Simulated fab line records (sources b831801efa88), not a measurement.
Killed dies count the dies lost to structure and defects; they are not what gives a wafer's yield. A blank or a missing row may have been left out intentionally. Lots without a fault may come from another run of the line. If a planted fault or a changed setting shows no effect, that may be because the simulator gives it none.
fab line records    flow sky130
record lots=7  wafers=21  last_day=51
route steps=708 shown GATE_OXIDE@201 POLY_GATE@204 RES_PROTECT@206 PAD_OPEN@708
lots that met no fault: from a run of the same line without faults
start_h: hours from the record's first day to the start of the lot's first wafer shown    wait_h: hours from the lot's prior step to this one    " the same as in the row above    L1.1+2: several wafers, shown together as one row    - value missing, or start not given    * or withheld: withheld    < > ~ a bound
route shown NAME@n: NAME is a module with steps in the file, n the number in the route of the first one    usual: mean/standard deviation taken from wafers without a fault    same: alike in all rows    chamber/n: place in a boat    sites: readings site by site    _std_site: standard deviation across them    _edge_site: inner sites' mean taken away from outer sites' mean    radius_mm: how far each site lies from the wafer's centre    mask NAME#n: copy n    behind: the tool/chamber that last shaped the wafer    hold: cause of the lot's hold/its duration in hours/its outcome    device: which transistor (n, p or np) failed to switch    end of line: the same wafers' tests at the end of the route    a step with no rows: only its recipe    killed: dies that structure and defects cost at the first sort, which is not the same as the wafer's yield    map: a wafer's dies, marking killed ones x, the rest . and places with no die _
set.NAME: the run value of the setting; set.NAME@STEP: its run value at that earlier step    model.NAME: the simulator's own value behind a step, which no gauge read
certain route steps with their lots: each step a table, each wafer a row
services: the hour from which a tool's chamber was out of use, counted from the record's first day as start_h (under 0 if before that day), plus the number of hours and why
## steps
# step SKY_GATE_OXIDE_TW_MEAS_14
# usual GATE_OXIDE_TW=224.7/1.3
lot.wafer  tool           chamber  start_h  wait_h  GATE_OXIDE_TW
L981.1     film_metro-04  -        355.29   0.1     222.7
L981.2     "              -        "        "       223.0
L981.4     "              -        "        "       223.5
L984.3     film_metro-01  -        381.36   0.1     225.5
L984.4     "              -        "        "       225.5
L984.6     "              -        "        "       226.3
L990.1     film_metro-01  -        433.70   0.1     226.0
L990.4     "              -        "        "       226.0
L990.6     "              -        "        "       224.6
L991.2     film_metro-03  -        447.50   0.1     225.3
L991.5     "              -        "        "       224.5
L991.6     "              -        "        "       224.5
L992.1     film_metro-04  -        455.73   0.1     223.9
L992.2     "              -        "        "       223.0
L992.4     "              -        "        "       224.5
L993.1     film_metro-01  -        458.10   0.1     225.8
L993.2     "              -        "        "       225.2
L993.5     "              -        "        "       225.8
L998.3     film_metro-01  -        529.08   0.1     225.1
L998.5     "              -        "        "       224.2
L998.6     "              -        "        "       226.1
# step SKY_GATE_OXIDE_CLEAN_15
# recipe chemistry=SC1/SC2  mix=1:4:20  temp_c=70  time_s=150  dry=n2_spin
# step SKY_GATE_OXIDE_OXIDATION_16
# recipe temp_c=800  ambient=O2  idle_temp_c=700  ramp_up_c_per_min=10  ramp_down_c_per_min=3  stabilise_s=600  purge_s=300  target_thk_a=35.7  ox_time_s=1915
# step SKY_POLY_GATE_CVD_00
# recipe material=poly-Si  target_thk_nm=180  temp_c=620  time_s=720  pressure_mtorr=200
# step SKY_POLY_GATE_THK_MEAS_01
# recipe reads=poly-Si_of_POLY_GATE_CVD_00
# usual POLY_GATE_CVD_00_THK=181.9/1.9
lot.wafer  tool           chamber  start_h  wait_h  POLY_GATE_CVD_00_THK[nm]
L981.1     film_metro-01  -        358.33   0.0     180.1
L981.2     "              -        "        "       178.6
L981.4     "              -        "        "       179.1
L984.3     film_metro-04  -        388.40   0.0     184.5
L984.4     "              -        "        "       184.0
L984.6     "              -        "        "       184.9
L990.1     film_metro-01  -        437.26   0.0     181.4
L990.4     "              -        "        "       181.4
L990.6     "              -        "        "       181.4
L991.2     film_metro-02  -        450.35   0.0     184.1
L991.5     "              -        "        "       183.8
L991.6     "              -        "        "       185.5
L992.1     film_metro-01  -        458.57   0.0     183.7
L992.2     "              -        "        "       182.5
L992.4     "              -        "        "       181.0
L993.1     film_metro-02  -        461.28   0.0     178.9
L993.2     "              -        "        "       179.6
L993.5     "              -        "        "       179.2
L998.3     film_metro-04  -        532.66   0.0     181.6
L998.5     "              -        "        "       181.1
L998.6     "              -        "        "       182.0
# step SKY_RES_PROTECT_DEHYDRATE_00
# recipe temp_c=200  time_s=60
# step SKY_RES_PROTECT_HMDS_01
# recipe prime_time_s=60  prime_temp_c=120
# step SKY_RES_PROTECT_COAT_02
# recipe resist=NOVOLAK  spin_rpm=3000  resist_thk_nm=1140
# step SKY_RES_PROTECT_SOFTBAKE_03
# recipe temp_c=90  time_s=60  resist=NOVOLAK
# step SKY_RES_PROTECT_EXPOSE_04
# recipe mask_id=RPM  na=0.6  source_shape=conventional  sigma_outer=0.6  polarization=unpolarized  target_cd_nm=1270  dose_mj=131
# step SKY_RES_PROTECT_PEB_05
# recipe temp_c=withheld  time_s=*  resist=NOVOLAK
# step SKY_RES_PROTECT_DEVELOP_06
# recipe resist=NOVOLAK  developer=TMAH  develop_time_s=60  dev_temp_c=23
# step SKY_POLY_GATE_IMPLANT_02
# recipe species=P  energy_kev=30  dose_cm2=7.7e+15  tilt_deg=0
# usual beam_on_s=35.0/2.2  dose_ions_cm2=7.701e+15/9.1e+12  end_station_pressure_torr=1.09e-05/8.1e-07  faraday_current_uA=12169/760  tilt_deg=-0.005/0.019
lot.wafer  tool          chamber  start_h  wait_h  beam_on_s  dose_ions_cm2  end_station_pressure_torr  faraday_current_uA  tilt_deg
L981.1     implanter-03  0        385.92   0.1     35.4       7.696e+15      1.04e-05                   11968               -0.036
L981.2     "             0        "        "       36.8       7.69e+15       1.08e-05                   11541               0.008
L981.4     "             0        "        "       35.1       7.694e+15      1.09e-05                   12025               -0.013
L984.3     implanter-04  0        417.97   0.1     33.0       7.724e+15      1.23e-05                   12834               0.008
L984.4     "             0        "        "       32.4       7.713e+15      1.22e-05                   13055               0.010
L984.6     "             0        "        "       32.0       7.724e+15      1.3e-05                    13240               0.007
L990.1     implanter-01  0        468.06   0.1     37.3       7.704e+15      1.09e-05                   11383               0.020
L990.4     "             0        "        "       35.9       7.728e+15      9.9e-06                    11838               0.018
L990.6     "             0        "        "       38.1       7.712e+15      1.01e-05                   11222               0.018
L991.2     implanter-04  0        480.58   0.1     14.2       3.285e+15      1.42e-05                   12665               -0.003
L991.5     "             0        "        "       13.7       3.3e+15        1.49e-05                   13141               -0.015
L991.6     "             0        "        "       13.7       3.297e+15      1.57e-05                   13016               -0.013
L992.1     implanter-04  0        488.51   0.1     13.7       3.299e+15      1.45e-05                   13113               -0.002
L992.2     "             0        "        "       14.1       3.294e+15      1.56e-05                   12781               0.005
L992.4     "             0        "        "       13.8       3.3e+15        1.57e-05                   12983               0.003
L993.1     implanter-04  0        491.37   0.1     14.0       3.309e+15      1.52e-05                   12833               0.017
L993.2     "             0        "        "       13.8       3.299e+15      1.41e-05                   13029               -0.001
L993.5     "             0        "        "       13.9       3.283e+15      1.55e-05                   12966               0.008
L998.3     implanter-03  0        561.61   0.1     35.4       7.69e+15       1.07e-05                   11931               -0.009
L998.5     "             0        "        "       36.7       7.7e+15        1.12e-05                   11582               0.031
L998.6     "             0        "        "       37.3       7.694e+15      1.05e-05                   11382               -0.014
# step SKY_RES_PROTECT_STRIP_07
# recipe chemistry=O2/N2  power_w=1400  pressure_mtorr=1500  platen_temp_c=withheld  o2_flow_sccm=3000  n2_flow_sccm=300  overash_fraction=0.5
# usual drypump_motor_current_A=6.0/0.41  oes_product_au=0.517/0.0048  strip_time_to_endpoint_s=23.28/0.05
lot.wafer  tool             chamber  start_h  wait_h  drypump_motor_current_A  oes_product_au  rf_hours_counter_h  strip_time_to_endpoint_s
L981.1     plasma_asher-04  1        386.07   0.1     6.0                      0.519           66                  23.35
L981.2     "                0        "        "       6.5                      0.514           66                  23.30
L981.4     "                1        "        "       6.0                      0.518           -                   23.31
L984.3     plasma_asher-03  1        418.10   0.1     5.5                      0.521           -                   23.33
L984.4     "                0        "        "       6.5                      0.514           -                   23.35
L984.6     "                1        "        "       5.5                      0.525           -                   23.31
L990.1     plasma_asher-01  1        468.21   0.1     5.9                      0.512           77                  23.33
L990.4     "                1        "        "       5.9                      0.515           -                   23.35
L990.6     "                0        "        "       5.5                      0.505           -                   23.35
L991.2     plasma_asher-03  0        480.71   0.1     6.6                      0.562           67                  19.83
L991.5     "                1        "        "       5.5                      0.564           -                   19.84
L991.6     "                0        "        "       6.6                      0.564           -                   19.78
L992.1     plasma_asher-03  1        488.66   0.1     5.5                      0.572           68                  19.94
L992.2     "                0        "        "       6.5                      0.562           68                  19.92
L992.4     "                1        "        "       5.5                      0.572           -                   19.92
L993.1     plasma_asher-03  0        491.52   0.1     6.5                      0.562           68                  19.98
L993.2     "                1        "        "       5.4                      0.569           68                  19.97
L993.5     "                0        "        "       6.5                      0.555           -                   19.96
L998.3     plasma_asher-01  0        561.74   0.1     5.5                      0.520           -                   23.22
L998.5     "                0        "        "       5.5                      0.522           -                   23.19
L998.6     "                1        "        "       5.9                      0.510           -                   23.20
# step SKY_RES_PROTECT_TW_MEAS_08
# usual POLY_GATE_TW=4051/43
lot.wafer  tool           chamber  start_h  wait_h  POLY_GATE_TW
L981.1     film_metro-04  -        386.17   0.1     4012
L981.2     "              -        "        "       3998
L981.4     "              -        "        "       4028
L984.3     film_metro-03  -        418.19   0.1     4077
L984.4     "              -        "        "       4061
L984.6     "              -        "        "       4063
L990.1     film_metro-03  -        468.31   0.1     4047
L990.4     "              -        "        "       4034
L990.6     "              -        "        "       4037
L991.2     film_metro-04  -        480.82   0.1     3719
L991.5     "              -        "        "       3724
L991.6     "              -        "        "       3732
L992.1     film_metro-04  -        488.76   0.1     3736
L992.2     "              -        "        "       3719
L992.4     "              -        "        "       3732
L993.1     film_metro-02  -        491.62   0.1     3809
L993.2     "              -        "        "       3819
L993.5     "              -        "        "       3808
L998.3     film_metro-04  -        561.83   0.1     4011
L998.5     "              -        "        "       4034
L998.6     "              -        "        "       4037
# step SKY_RES_PROTECT_CLEAN_09
# recipe chemistry=SC1/SC2  mix=1:4:20  temp_c=70  time_s=150  dry=n2_spin
# step SKY_PAD_OPEN_PROBE_99
# usual killed_at_M0_to_M3=44/6.8  killed_at_M4_up=2.9/1.9  killed_at_contacts=24/5.2  killed_at_front_end=16/4.1  killed_at_other=0.4/0.74  killed_dies=88/9.1  killed_open=48/7.2  killed_short=39/5.6
# same gross_dies=492  killed_at_back_side=0
lot.wafer  tool       chamber  start_h  wait_h  killed_at_M0_to_M3  killed_at_M4_up  killed_at_contacts  killed_at_front_end  killed_at_other  killed_dies  killed_open  killed_short  model.etest.res_poly.line_ohm_um  model.etest.licon_poly.rc_ohm  model.etest.res_poly.rs_ohm_sq  model.etest.nfet_01v8.r_on_ohm_um  model.etest.nfet_01v8_turned.drive_ua_um  model.etest.nfet_01v8_swapped.drive_ua_um  model.etest.nfet_01v8_lvt.drive_ua_um  model.etest.nfet_01v8.drive_ua_um
L981.1     prober-02  -        1108.19  0.1     46                  1                29                  15                   0                91           60           30            514.1                             152.6                          48.59                           831.4                              497.9                                     501.7                                      574                                    501.3
L981.2     prober-02  -        1108.24  0.1     39                  6                36                  13                   0                94           53           41            524.4                             150.1                          48.91                           800.8                              522.6                                     515.8                                      588.8                                  516.8
L981.4     prober-02  -        1108.34  0.2     34                  5                37                  18                   1                95           47           47            524.5                             148.1                          48.32                           812.2                              510.4                                     512.2                                      583.6                                  511.7
L984.3     prober-02  -        1132.05  0.2     39                  1                19                  16                   0                75           41           34            513.6                             151                            48.08                           864.3                              479.3                                     474.1                                      544                                    475.6
L984.4     prober-02  -        1132.10  0.2     34                  2                32                  14                   0                82           42           39            517.3                             156.3                          47.46                           845                                490.2                                     492.5                                      565.2                                  487.7
L984.6     prober-02  -        1132.20  0.2     42                  1                18                  18                   0                79           42           37            528.9                             158.6                          47.91                           865                                480.3                                     476.5                                      553                                    479.5
L990.1     prober-01  -        1157.89  0.1     53                  0                33                  14                   1                101          53           48            509.4                             154.4                          47.79                           823.4                              507.6                                     511.5                                      583.9                                  510.7
L990.4     prober-01  -        1158.04  0.2     43                  2                15                  17                   3                80           50           28            522.8                             152.8                          47.68                           819.9                              508.1                                     510                                        579.4                                  508.9
L990.6     prober-01  -        1158.14  0.2     48                  5                26                  14                   0                93           48           45            518.2                             152.9                          48.45                           821.6                              513.1                                     511.1                                      584.6                                  512.2
L991.2     prober-02  -        1166.42  0.1     50                  1                27                  9                    1                88           50           38            1268                              714.5                          123.1                           888.8                              464.3                                     464.3                                      530.7                                  460.1
L991.5     prober-02  -        1166.57  0.2     45                  5                24                  16                   0                90           51           39            1277                              738.6                          122.2                           870.3                              463.9                                     461                                        532.4                                  462.9
L991.6     prober-02  -        1166.62  0.2     36                  3                29                  21                   0                89           42           47            1332                              749                            123.7                           868.2                              475.1                                     470.4                                      542.6                                  467.6
L992.1     prober-01  -        1169.81  0.1     49                  0                25                  15                   0                89           53           36            1270                              699.7                          115.1                           874.1                              471.6                                     467.4                                      538.4                                  464.4
L992.2     prober-01  -        1169.86  0.1     38                  4                27                  17                   0                86           46           40            1308                              713                            121.5                           884.5                              461.6                                     460                                        532.8                                  458.3
L992.4     prober-01  -        1169.96  0.2     59                  2                23                  11                   1                96           48           48            1231                              679.7                          118.5                           877.2                              465.7                                     465.7                                      535.5                                  462
L993.1     prober-02  -        1172.77  0.1     37                  3                20                  11                   1                72           37           35            1342                              714.2                          124.7                           837.8                              486.8                                     489.6                                      562.5                                  493.2
L993.2     prober-02  -        1172.82  0.1     30                  2                27                  18                   0                77           36           41            1239                              687.4                          120.3                           886.6                              460.8                                     457.7                                      532.1                                  458.2
L993.5     prober-02  -        1172.97  0.2     39                  3                26                  7                    0                75           40           35            1308                              723.7                          125.5                           895.9                              462.5                                     464.4                                      527.1                                  460.9
L998.3     prober-01  -        1216.07  0.2     60                  6                23                  23                   0                112          65           47            533                               156.8                          48.72                           833.9                              502.1                                     503                                        580                                    502.4
L998.5     prober-01  -        1216.17  0.2     47                  4                30                  11                   2                94           56           38            519                               154.1                          48.17                           825.7                              508.7                                     508.5                                      581.4                                  507.8
L998.6     prober-01  -        1216.22  0.2     37                  4                23                  18                   0                82           44           38            495.7                             152.8                          47.27                           827                                512.7                                     512.3                                      583.5                                  509.6
# killed by level:class
L981.1 VIA1:geometric_particle:open=14 VIA3:geometric_particle:open=10 CONTACT:geometric_particle:open=8 VIA2:geometric_particle:open=8 CONTACT:geometric_particle:short=7 METAL2:geometric_particle:short=7 LI_CONTACT:geometric_particle:open=6 POLY_GATE:geometric_particle:open=5
L981.2 CONTACT:geometric_particle:open=13 VIA1:geometric_particle:open=10 LI_CONTACT:geometric_particle:open=9 CONTACT:geometric_particle:short=8 VIA2:geometric_particle:open=8 METAL4:geometric_particle:short=5 POLY_GATE:geometric_particle:open=4 POLY_GATE:geometric_particle:short=4
L981.4 LI_CONTACT:geometric_particle:open=10 CONTACT:geometric_particle:open=9 CONTACT:geometric_particle:short=8 VIA3:geometric_particle:open=6 FIELD_ISO:geometric_particle:short=5 VIA2:geometric_particle:short=5 LI_CONTACT:geometric_particle:short=5 METAL4:geometric_particle:short=5
L984.3 VIA3:geometric_particle:open=9 VIA1:geometric_particle:open=9 LI_CONTACT:geometric_particle:open=6 METAL1:geometric_particle:short=5 FIELD_ISO:geometric_particle:short=4 VIA1:geometric_particle:short=4 CONTACT:geometric_particle:open=4 POLY_GATE:geometric_particle:open=3
L984.4 CONTACT:geometric_particle:open=15 VIA1:geometric_particle:open=7 LI_CONTACT:geometric_particle:open=7 FIELD_ISO:geometric_particle:short=6 METAL1:geometric_particle:short=5 LOCAL_INTERCONNECT:geometric_particle:short=5 VIA3:geometric_particle:open=5 VIA2:geometric_particle:open=4
L984.6 VIA1:geometric_particle:open=9 LI_CONTACT:geometric_particle:open=6 LOCAL_INTERCONNECT:geometric_particle:short=6 VIA2:geometric_particle:open=6 VIA3:geometric_particle:open=6 FIELD_ISO:geometric_particle:open=5 METAL2:geometric_particle:short=5 FIELD_ISO:geometric_particle:short=4
L990.1 VIA1:geometric_particle:open=13 CONTACT:geometric_particle:open=11 METAL1:geometric_particle:short=10 POLY_GATE:geometric_particle:open=7 METAL2:geometric_particle:short=7 VIA2:geometric_particle:short=6 VIA2:geometric_particle:open=6 LOCAL_INTERCONNECT:geometric_particle:short=6
L990.4 VIA2:geometric_particle:open=12 VIA1:geometric_particle:open=8 FIELD_ISO:geometric_particle:short=5 FIELD_ISO:geometric_particle:open=5 VIA2:geometric_particle:short=5 LI_CONTACT:geometric_particle:open=5 CONTACT:geometric_particle:open=5 METAL1:geometric_particle:short=5
L990.6 VIA1:geometric_particle:open=10 METAL1:geometric_particle:short=9 CONTACT:geometric_particle:open=8 VIA3:geometric_particle:open=8 POLY_GATE:geometric_particle:open=6 CONTACT:geometric_particle:short=6 LI_CONTACT:geometric_particle:open=5 FIELD_ISO:geometric_particle:open=4
L991.2 CONTACT:geometric_particle:open=12 VIA2:geometric_particle:open=10 VIA1:geometric_particle:open=10 LI_CONTACT:geometric_particle:open=7 VIA1:geometric_particle:short=6 LOCAL_INTERCONNECT:geometric_particle:short=5 METAL1:geometric_particle:short=5 METAL2:geometric_particle:short=5
L991.5 CONTACT:geometric_particle:open=12 VIA1:geometric_particle:open=8 METAL2:geometric_particle:short=8 LOCAL_INTERCONNECT:geometric_particle:short=7 POLY_GATE:geometric_particle:open=6 VIA3:geometric_particle:open=6 FIELD_ISO:geometric_particle:open=5 VIA2:geometric_particle:short=5
L991.6 LI_CONTACT:geometric_particle:open=9 VIA1:geometric_particle:open=8 POLY_GATE:geometric_particle:short=6 CONTACT:geometric_particle:short=6 METAL3:geometric_particle:short=6 VIA2:geometric_particle:short=6 POLY_GATE:geometric_particle:open=5 LOCAL_INTERCONNECT:geometric_particle:short=5
L992.1 CONTACT:geometric_particle:open=12 VIA1:geometric_particle:open=11 LI_CONTACT:geometric_particle:open=9 VIA3:geometric_particle:short=9 VIA2:geometric_particle:open=7 VIA3:geometric_particle:open=6 FIELD_ISO:geometric_particle:short=5 METAL1:geometric_particle:short=5
L992.2 CONTACT:geometric_particle:open=13 METAL1:geometric_particle:short=11 LI_CONTACT:geometric_particle:open=8 FIELD_ISO:geometric_particle:open=5 METAL2:geometric_particle:short=5 VIA2:geometric_particle:open=5 POLY_GATE:geometric_particle:open=4 VIA3:geometric_particle:open=4
L992.4 VIA1:geometric_particle:open=11 METAL1:geometric_particle:short=10 CONTACT:geometric_particle:open=9 METAL2:geometric_particle:short=9 VIA2:geometric_particle:open=8 LI_CONTACT:geometric_particle:open=7 VIA3:geometric_particle:open=6 FIELD_ISO:geometric_particle:short=5
L993.1 VIA1:geometric_particle:open=9 CONTACT:geometric_particle:open=6 CONTACT:geometric_particle:short=5 VIA3:geometric_particle:open=5 VIA1:geometric_particle:short=4 VIA2:geometric_particle:open=4 SPACER:geometric_particle:short=3 LI_CONTACT:geometric_particle:open=3
L993.2 CONTACT:geometric_particle:open=11 LI_CONTACT:geometric_particle:open=6 CONTACT:geometric_particle:short=6 METAL2:geometric_particle:short=6 FIELD_ISO:geometric_particle:open=5 POLY_GATE:geometric_particle:short=5 VIA1:geometric_particle:open=5 METAL1:geometric_particle:short=4
L993.5 VIA1:geometric_particle:open=12 LI_CONTACT:geometric_particle:open=7 CONTACT:geometric_particle:open=7 METAL1:geometric_particle:short=7 LOCAL_INTERCONNECT:geometric_particle:short=5 VIA3:geometric_particle:open=5 LI_CONTACT:geometric_particle:short=4 CONTACT:geometric_particle:short=3
L998.3 VIA1:geometric_particle:open=17 METAL1:geometric_particle:short=12 LI_CONTACT:geometric_particle:open=9 VIA3:geometric_particle:open=8 VIA2:geometric_particle:open=7 CONTACT:geometric_particle:open=6 FIELD_ISO:geometric_particle:short=5 FIELD_ISO:geometric_particle:open=5
L998.5 VIA1:geometric_particle:open=14 LI_CONTACT:geometric_particle:open=9 CONTACT:geometric_particle:open=9 METAL2:geometric_particle:short=9 VIA2:geometric_particle:open=6 VIA3:geometric_particle:open=6 CONTACT:geometric_particle:short=5 FIELD_ISO:geometric_particle:short=4
L998.6 LI_CONTACT:geometric_particle:open=8 VIA1:geometric_particle:open=8 CONTACT:geometric_particle:short=6 VIA1:geometric_particle:short=5 VIA3:geometric_particle:open=5 CONTACT:geometric_particle:open=4 POLY_GATE:geometric_particle:short=4 METAL3:geometric_particle:short=4
## services
tool             chamber  start_h  hours  kind
implanter-04     -        391.84   3.1    repair
plasma_asher-04  -        405.42   1.8    repair
plasma_asher-04  -        421.25   9.0    pm
plasma_asher-04  0        421.25   9.0    vent_cycle
plasma_asher-04  1        421.25   9.0    vent_cycle
plasma_asher-04  0        430.25   -      clean
plasma_asher-04  1        430.25   -      clean
plasma_asher-03  -        443.10   3.8    repair
implanter-04     -        452.59   17.8   pm
plasma_asher-01  -        453.39   2.4    repair
plasma_asher-01  -        470.93   2.8    pm
plasma_asher-03  -        494.85   0.6    repair
implanter-01     -        506.60   1.6    repair
implanter-03     -        512.46   1.0    repair
implanter-01     -        536.94   5.2    pm
## key
first_sign step=SKY_POLY_GATE_IMPLANT_02  reading=dose_ions_cm2  direction=down  sigmas=99+  usual=*  struck=*
effect step=SKY_POLY_GATE_IMPLANT_02  reading=beam_on_s  direction=down  sigmas=9.7  usual=35.0  struck=13.9
effect step=SKY_RES_PROTECT_STRIP_07  reading=strip_time_to_endpoint_s  direction=down  sigmas=68  usual=*  struck=*
effect step=SKY_RES_PROTECT_TW_MEAS_08  reading=POLY_GATE_TW  direction=down  sigmas=6.9  usual=4051  struck=3755
model_effect step=SKY_PAD_OPEN_PROBE_99  value=etest.res_poly.line_ohm_um  without=514  struck=1286
met_at SKY_POLY_GATE_IMPLANT_02
struck_wafers L991.2,L991.5,L991.6,L992.1,L992.2,L992.4,L993.1,L993.2,L993.5
tester_left_out L991,L992,L993
onset_between 417.97 480.58
fault kind=process_parameter_drift  tool=implanter-04  chamber=-  onset_h=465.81  steps=SKY_POLY_GATE_IMPLANT_02  channel=dose_cm2  offset=*  shape=step  end_h=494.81  acts_in=*  stated=*
# tester_left_out: of these lots the tester's yield and bins aren't shown, on N5 and GAA mostly nor the transistor test; their killed dies are dies lost to structure and defects alone, not to doping, threshold or leakage, so they don't give the yield
